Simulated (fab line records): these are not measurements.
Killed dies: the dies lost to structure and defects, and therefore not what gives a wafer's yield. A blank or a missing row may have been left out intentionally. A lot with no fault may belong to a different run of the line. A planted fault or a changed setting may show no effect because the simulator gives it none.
A single fault, viewed from 2 desks ; flow sky130 ; each desk has only its own numbers; what lay behind them comes last

THE TOOL OWNER'S DESK: pvd-sputter-01
At SKY_LOCAL_INTERCONNECT_SPUTTER_00 (material TiN, target thk 100 nm, time 83.3 s) the tool's own readings: per lot run on this tool, the mean of the sampled wafers that have a number. Any lot whose mean is over 4 standard deviations away from the usual mean is out of limits and marked OUT; that distance is given in the brackets.
Columns: A = throttle-valve-pct at SKY_LOCAL_INTERCONNECT_SPUTTER_00, usual 30.2 %
lot;first seen here;A
L672;day 29 15:55;29.6
L674;day 30 03:06;29.8
L683;day 34 07:26;30.0
L686;day 35 06:45;29.6
This desk's finding: nothing out of limits on any of the 4 lots.

METROLOGY DESK
Means of the sampled wafers that have a number, per lot and without regard to the tool the lot ran on: this is what the gauges read. Any lot whose mean is over 4 standard deviations away from the usual mean is out of limits and marked OUT; that distance is given in the brackets.
Columns: A = cd-nm at SKY_SD_N_CD_MEAS_07, usual 381.1 nm; B = SD_N_OVL at SKY_SD_N_OVL_MEAS_08, usual -1.1 nm; C = LOCAL_INTERCONNECT_TIN_RS at SKY_LOCAL_INTERCONNECT_RS_MEAS_01, usual 13.70 ohm/sq; D = LOCAL_INTERCONNECT_TIN_THK at SKY_LOCAL_INTERCONNECT_THK_MEAS_02, usual 102.5 nm
lot;first seen here;A;B;C;D
L672;day 28 08:26;384.5;-1.0;13.90;101.4
L671;day 28 09:49;384.3;-0.7;13.64;102.6
L674;day 28 19:58;380.1;-0.4;13.59;102.9
L681;day 32 06:59;380.5;-1.9;13.59;103.0
L683;day 33 01:32;384.2;-0.6;13.80;102.5
L686;day 34 00:53;381.8;-0.3;14.21;98.9
L689;day 34 07:56;378.6;-1.2;13.58;103.1
L691;day 34 17:28;381.9;-1.6;13.64;102.7
L692;day 35 04:09;379.2;-1.8;13.41;104.5
L694;day 35 12:52;383.6;-0.2;13.49;104.1
This desk's finding: nothing out of limits on any of the 10 lots.

PUT TOGETHER
The tool owner's desk saw nothing out of limits.
The metrology desk saw nothing out of limits.

WHAT WAS PUT IN BY THE SIMULATOR
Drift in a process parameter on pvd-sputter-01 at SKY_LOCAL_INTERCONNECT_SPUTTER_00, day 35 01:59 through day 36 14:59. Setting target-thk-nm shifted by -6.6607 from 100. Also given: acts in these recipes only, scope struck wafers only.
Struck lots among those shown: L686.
